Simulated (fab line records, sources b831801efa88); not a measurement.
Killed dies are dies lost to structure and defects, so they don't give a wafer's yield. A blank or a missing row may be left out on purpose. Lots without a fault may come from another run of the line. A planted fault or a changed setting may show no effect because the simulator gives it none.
Chamber matching | flow gf180mcu | GF_CONTACT_CMP_27 on cmp-02: 4 sister chambers
The step polishes, stops on SiO2, t overpolish 15 s, target thk 0 nm. 14 wafers are shown with their chamber, then 7 later ones without.

WAFERS WITH THEIR CHAMBER
wafer  | chamber | motor_current_A (A) | overpolish_run_s (s) | time_to_endpoint_s (s)
L212.4 | 2       | 12.6                | 14.997               | 78.0
L212.5 | 2       | 12.8                | 14.998               | 73.6
L212.6 | 3       | 9.0                 | 14.998               | 72.4
L218.2 | 2       | 12.6                | 15.001               | 70.4
L218.3 | 0       | 10.7                | 14.983               | 69.0
L218.5 | 1       | 11.4                | 14.993               | 71.4
L221.2 | 3       | 9.7                 | 14.997               | 68.7
L221.3 | 2       | 12.6                | 14.997               | 69.4
L221.4 | 0       | 11.6                | 14.996               | 68.4
L222.1 | 3       | 9.8                 | 15.001               | 70.6
L222.3 | 2       | 11.9                | 14.999               | 72.2
L222.6 | 1       | 11.3                | 14.987               | 73.4
L230.1 | 3       | 9.8                 | 14.993               | 74.9
L230.2 | 1       | 11.6                | 14.983               | 75.6

SIGNATURES (means of the wafers above)
reading            | chamber 0 | chamber 1 | chamber 2 | chamber 3 | scatter within a chamber
motor_current_A    | 11.150    | 11.433    | 12.500    | 9.575     | 0.371
overpolish_run_s   | 14.98950  | 14.98767  | 14.99840  | 14.99725  | 0.00423
time_to_endpoint_s | 68.700    | 73.467    | 72.720    | 71.650    | 2.74
Rule: a wafer's distance from a chamber is the root of the sum, over the readings, of the square of ((its reading less the chamber's mean) divided by the reading's scatter). The wafer belongs to the nearest chamber; if the next one is less than 2 further off, it can't be placed. The scatter: the root of (the sum of the squares of (reading less its chamber's mean) over the shown wafers, divided by (wafers less chambers)).

WAFERS WITHOUT THEIR CHAMBER
wafer  | motor_current_A (A) | overpolish_run_s (s) | time_to_endpoint_s (s)
L230.5 | 11.1                | 14.991               | 73.5
L232.1 | 12.4                | 14.996               | 72.9
L232.3 | 10.2                | 15.024               | 72.5
L232.4 | 11.5                | 14.988               | 74.6
L234.1 | 10.1                | 15.008               | 75.5
L234.3 | 11.3                | 14.997               | 74.0
L234.4 | 11.4                | 15.005               | 70.9

WHICH CHAMBER EACH WENT THROUGH
wafer  | from the rows above               | in truth
L230.5 | can't be placed: 1 or 0           | 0
L232.1 | 2                                 | 2
L232.3 | 3                                 | 3
L232.4 | can't be placed: 1 or 0           | 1
L234.1 | 3                                 | 3
L234.3 | can't be placed: 1 or 0 or 2      | 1
L234.4 | can't be placed: 2 or 0 or 1 or 3 | 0
Placed correctly: 3 of 7. Can't be placed from these rows: 4 (the true chamber is among the candidates in 4). Placed wrongly: 0.
